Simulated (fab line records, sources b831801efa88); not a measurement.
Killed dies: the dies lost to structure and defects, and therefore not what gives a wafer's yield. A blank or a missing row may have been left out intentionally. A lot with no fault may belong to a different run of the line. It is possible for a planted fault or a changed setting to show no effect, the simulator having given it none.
Which of the tools did it? || flow sfqLine || 7 lots with 21 wafers sampled at 2 steps, on a route of 325 steps

## WHAT THE GAUGES SHOWED, per wafer
SFQ_M0_OVL_MEAS_906.
{"lot": "L535", "measured": "day 11 05:05", "on": "overlay-01", "M0_OVL (nm)": "-7 -6 -5"}
{"lot": "L538", "measured": "day 12 13:37", "on": "overlay-01", "M0_OVL (nm)": "8 2 4"}
{"lot": "L540", "measured": "day 13 09:11", "on": "overlay-02", "M0_OVL (nm)": "-6 -4 -5"}
{"lot": "L542", "measured": "day 14 09:19", "on": "overlay-02", "M0_OVL (nm)": "-1 2 -4"}
{"lot": "L548", "measured": "day 16 08:26", "on": "overlay-02", "M0_OVL (nm)": "-7 -10 -8"}
{"lot": "L550", "measured": "day 16 11:42", "on": "overlay-01", "M0_OVL (nm)": "2 2 8"}
{"lot": "L555", "measured": "day 16 21:19", "on": "overlay-02", "M0_OVL (nm)": "-10 0 -3"}

## WHICH TOOL RAN EACH LOT (tool, then ch and the chambers of the sampled wafers, then the start)
{"lot": "L535", "SFQ_TRILAYER_L0_VIA_STRIP_STRIP_017": "rieMetal-03 ch 0,1, day 6 23:04"}
{"lot": "L538", "SFQ_TRILAYER_L0_VIA_STRIP_STRIP_017": "rieMetal-04 ch 0,1, day 8 01:28"}
{"lot": "L540", "SFQ_TRILAYER_L0_VIA_STRIP_STRIP_017": "rieMetal-04 ch 0, day 8 21:38"}
{"lot": "L542", "SFQ_TRILAYER_L0_VIA_STRIP_STRIP_017": "rieMetal-04 ch 0,1, day 9 21:38"}
{"lot": "L548", "SFQ_TRILAYER_L0_VIA_STRIP_STRIP_017": "rieMetal-03 ch 0,1, day 11 16:00"}
{"lot": "L550", "SFQ_TRILAYER_L0_VIA_STRIP_STRIP_017": "rieMetal-03 ch 0,1, day 11 18:24"}
{"lot": "L555", "SFQ_TRILAYER_L0_VIA_STRIP_STRIP_017": "rieMetal-02 ch 0,1, day 12 00:36"}
- SFQ_TRILAYER_L0_VIA_STRIP_STRIP_017: strips in O2.

## THE ANSWER, worked out from the rows above alone
Rule: the lots themselves supply what counts as usual. Put in order of their means at a reading, lots are off if they are a third of the lots or fewer, leave a main group of 4 or more, and stand apart from it by a gap of 3 or more times the standard deviation of the main group's means; of several such gaps the widest counts. A main group whose means are all the same, to the digits that the tables above print for the reading, isn't used. A lot without any number at a reading at which 4 lots or more have one is off too. Any other lot the step has rows for is counted as sound.
Across all readings shown, no lot is off: no conclusion can be drawn from this.

## WHAT HAD BEEN PUT IN BY THE SIMULATOR
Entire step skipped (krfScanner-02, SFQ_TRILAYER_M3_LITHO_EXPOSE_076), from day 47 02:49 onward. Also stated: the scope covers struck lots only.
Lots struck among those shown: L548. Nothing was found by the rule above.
